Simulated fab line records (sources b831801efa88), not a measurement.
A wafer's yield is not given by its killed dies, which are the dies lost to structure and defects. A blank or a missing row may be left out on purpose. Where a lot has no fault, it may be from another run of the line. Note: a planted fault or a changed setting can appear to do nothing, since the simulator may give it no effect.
Comparing a struck lot with a sound one :: flow sky130 :: 15 steps out of a route of 708
Sound: these wafers, L612.2, L612.4, L612.6. The struck wafers were L616.1, L616.2, L616.4. The cause comes at the end.
Each step with rows lists, per side, the tool, then ch with its chambers, then its first start. Under that, the readings that differ: sound wafers :: struck wafers :: difference of the means :: sigmas: that difference in standard deviations of wafers without a fault.
alike: readings whose means differ by less than 2 such deviations, and words and numbers that are the same on both sides. not compared: withheld readings, readings that some wafer has no value for, bounds like >300 that may hide the same value, and numbers for which the record gives no deviation and whose values overlap.
Wherever a step has rows on one side only, a row that says differs or no value, or a row with sigmas, the two part there. Non-overlapping numbers with no deviation appear without sigmas and do not part them. Lack of a reading on every wafer of one side parts them only where that side has two or more wafers.

SKY_LI_CONTACT_SPUTTER_20: material TiN, target thk 20 nm, time 80 s.
  sound on pvd_sputter-02, day 32 19:17; struck on pvd_sputter-01, day 34 00:29
  alike: throttle_valve_pct
SKY_LI_CONTACT_CVD_21: deposits W, target thk 400 nm, time 120.56 s.
  sound on cvd_w-01 ch 0,1, day 32 19:21; struck on cvd_w-01 ch 0,1, day 34 00:33
  alike: heater_power_w
  not compared: since_wet_clean_h
SKY_LI_CONTACT_RS_MEAS_22: a four-point-probe measurement.
  sound on film_metro-04, day 32 19:29; struck on film_metro-02, day 34 00:40
  alike: LI_CONTACT_W_RS
SKY_LI_CONTACT_THK_MEAS_23: measures by xrf.
  sound on film_metro-04, day 32 19:36; struck on film_metro-02, day 34 00:47
  alike: LI_CONTACT_W_THK
SKY_LI_CONTACT_CMP_24: polishes, stops on PSG, t overpolish 20 s, target thk 0 nm.
  sound on cmp-01 ch 1,2,3, day 32 19:45; struck on cmp-02 ch 0,2,3, day 34 00:56
  alike: motor_current_A, overpolish_run_s, platen_rpm, slurry_flow_ml_min, time_to_endpoint_s
SKY_LOCAL_INTERCONNECT_SPUTTER_00: material TiN, target thk 100 nm, time 83.3 s.
  sound on pvd_sputter-01, day 32 19:57; struck on pvd_sputter-04, day 34 01:14
  alike: throttle_valve_pct
SKY_LOCAL_INTERCONNECT_RS_MEAS_01: a four-point-probe measurement.
  sound on film_metro-01, day 32 20:02; struck on film_metro-01, day 34 01:17
  alike: LOCAL_INTERCONNECT_TIN_RS
SKY_LOCAL_INTERCONNECT_THK_MEAS_02: measures by xrf.
  sound on film_metro-01, day 32 20:09; struck on film_metro-01, day 34 01:25
  alike: LOCAL_INTERCONNECT_TIN_THK
then, 4 steps without rows for these wafers: SKY_LOCAL_INTERCONNECT_DEHYDRATE_03 (time 60 s); SKY_LOCAL_INTERCONNECT_HMDS_04 (prime time 60 s); SKY_LOCAL_INTERCONNECT_COAT_05 (resist thk 60 nm); SKY_LOCAL_INTERCONNECT_COAT_06 (resist thk 450 nm).
SKY_LOCAL_INTERCONNECT_SOFTBAKE_07: time 90 s.
  sound on litho_track-03 ch 0, day 33 09:00; struck on litho_track-03 ch 0, day 34 14:00
reading: heater_power_total_W (W)
sound: 57.46 57.25 57.25
struck: 58.37 58.42 58.76
difference: +1.20
sigmas: +11

reading: run_length_s (s)
sound: 119.03 119.01 118.99
struck: 113.23 113.26 113.13
difference: -5.80
sigmas: -45
then, 1 step without rows for these wafers: SKY_LOCAL_INTERCONNECT_EXPOSE_08 (exposes mask LI1M, target cd 170 nm).
-- the record jumps here: 15 days lie between the struck wafers' starts before and after (it left off in module LOCAL_INTERCONNECT and takes up again in module PAD_OPEN, whose first step shown is number 708 of the route) --
SKY_PAD_OPEN_PROBE_99:
  sound on prober-01, day 48 11:01; struck on prober-01, day 49 08:21
reading: killed_dies
sound: 86 81 102
struck: 67 64 75
difference: -21
sigmas: -2
  alike: killed_at_M0_to_M3, killed_at_M4_up, killed_at_contacts, killed_at_front_end, killed_at_other, killed_open, killed_short

## WHERE THEY PART
Earliest at SKY_LOCAL_INTERCONNECT_SOFTBAKE_07; latest, in this record, at SKY_PAD_OPEN_PROBE_99.

WHY: what had been put in by the simulator
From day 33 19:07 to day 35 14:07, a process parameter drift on litho_track-03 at SKY_LOCAL_INTERCONNECT_SOFTBAKE_07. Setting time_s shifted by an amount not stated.
